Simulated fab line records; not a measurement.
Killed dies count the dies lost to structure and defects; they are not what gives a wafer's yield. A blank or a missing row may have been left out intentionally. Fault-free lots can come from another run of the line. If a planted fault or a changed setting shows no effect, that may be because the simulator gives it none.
Matching of chambers | flow sky130 | cmp-01 running SKY_LI_CONTACT_CMP_02: 4 sister chambers
The step polishes PSG. 8 wafers are shown with their chamber, then 10 later ones without.

== WAFERS, EACH WITH ITS CHAMBER ==
wafer  | chamber | motorCurrentA (A) | headPressurePsi (psi)
L076.1 | 3       | 12.3              | 3.999
L078.5 | 2       | 11.9              | 3.995
L080.1 | 3       | 12.6              | 3.999
L081.3 | 1       | 12.0              | 4.008
L081.4 | 0       | 10.8              | 3.995
L081.6 | 2       | 12.1              | 4.007
L084.4 | 1       | 12.5              | 3.991
L084.5 | 0       | 10.5              | 3.996

== WAFERS WHOSE CHAMBER IS MISSING ==
wafer  | motorCurrentA (A) | headPressurePsi (psi)
L084.6 | 12.4              | 3.989
L086.2 | 11.9              | 3.993
L086.4 | 11.2              | 4.004
L086.6 | 12.2              | 3.999
L087.3 | 13.0              | 3.998
L087.4 | 10.8              | 4.005
L087.6 | 12.4              | 4.003
L096.2 | 12.0              | 3.996
L096.3 | 12.0              | 4.010
L096.5 | 12.5              | 4.000

== EACH ONE'S CHAMBER ==
wafer  | from the rows above          | in truth
L084.6 | can't be placed: 3 or 1 or 2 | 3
L086.2 | can't be placed: 2 or 1 or 3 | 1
L086.4 | can't be placed: 0 or 2 or 1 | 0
L086.6 | can't be placed: 1 or 2 or 3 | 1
L087.3 | can't be placed: 3 or 1 or 2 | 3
L087.4 | 0                            | 0
L087.6 | can't be placed: 3 or 1 or 2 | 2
L096.2 | can't be placed: 2 or 1 or 3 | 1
L096.3 | can't be placed: 2 or 1 or 3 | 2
L096.5 | can't be placed: 3 or 1 or 2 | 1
1 of 10 placed correctly. From these rows, 9 cannot be placed; in 9 the true chamber is one of the candidates. Number placed wrongly: 0.
How it was worked out, from the rows above alone: a wafer's distance from a chamber is the root of the sum, over the readings, of the square of ((its reading less the chamber's mean) divided by the reading's scatter). If the next closest chamber is less than 2 further off than the closest, the wafer can't be placed; otherwise it belongs to the closest. A chamber's mean is the mean of its shown wafers. How the scatter is found: for the shown wafers, subtract from each reading the mean of its chamber, square and add these, divide the total by (wafers less chambers), then take the root.
